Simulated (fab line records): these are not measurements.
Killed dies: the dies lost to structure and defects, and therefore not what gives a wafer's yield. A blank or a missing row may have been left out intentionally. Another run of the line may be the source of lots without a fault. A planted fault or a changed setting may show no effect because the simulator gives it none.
2 desks, one fault -- flow sky130 -- every desk sees just its own numbers, and what lay behind them comes last

THE METROLOGY DESK
Means of the sampled wafers that have a number, per lot and without regard to the tool the lot ran on: this is what the gauges read. Any lot whose mean is over 4 standard deviations away from the usual mean is out of limits and marked OUT; that distance is given in the brackets.
Columns: A = METAL5_ALCU_THK at SKY_METAL5_THK_MEAS_06, usual 1126 nm
lot,first seen here,A
L773,day 42 23:32,1121
L772,day 42 23:43,1109
L775,day 43 18:43,1114
L776,day 44 04:16,1113
L777,day 44 13:12,1123
L780,day 45 05:22,1134
L782,day 45 22:38,1124
L779,day 47 04:05,1106
L784,day 47 17:25,1135
L786,day 47 18:29,1132
L789,day 48 00:22,1136
L791,day 48 04:41,1120
This desk found nothing out of limits on any of the 12 lots.

THE TOOL OWNER'S DESK: pvd sputter-04
The tool's own readings at SKY_METAL1_SPUTTER_03 (material Ti, target thk 5 nm, time 3.3 s): means of the sampled wafers that have a number, for each lot that ran on this tool. Any lot whose mean is over 4 standard deviations away from the usual mean is out of limits and marked OUT; that distance is given in the brackets.
Columns: A = chamber pressure pa at SKY_METAL1_SPUTTER_03, usual 0.3999 Pa; B = throttle valve pct at SKY_METAL1_SPUTTER_03, usual 29.5 %
lot,first seen here,A,B
L775,day 32 16:29,0.4003,30.2
L776,day 33 01:29,0.3997,29.7
L779,day 34 00:05,0.3989,30.0
L784,day 37 12:41,0.3999,29.9
L789,day 37 23:45,0.3999,29.8
This desk found nothing out of limits on any of the 5 lots.

TAKEN TOGETHER
The metrology desk saw nothing out of limits.
The tool owner's desk saw nothing out of limits.

WHAT HAD BEEN PUT IN BY THE SIMULATOR
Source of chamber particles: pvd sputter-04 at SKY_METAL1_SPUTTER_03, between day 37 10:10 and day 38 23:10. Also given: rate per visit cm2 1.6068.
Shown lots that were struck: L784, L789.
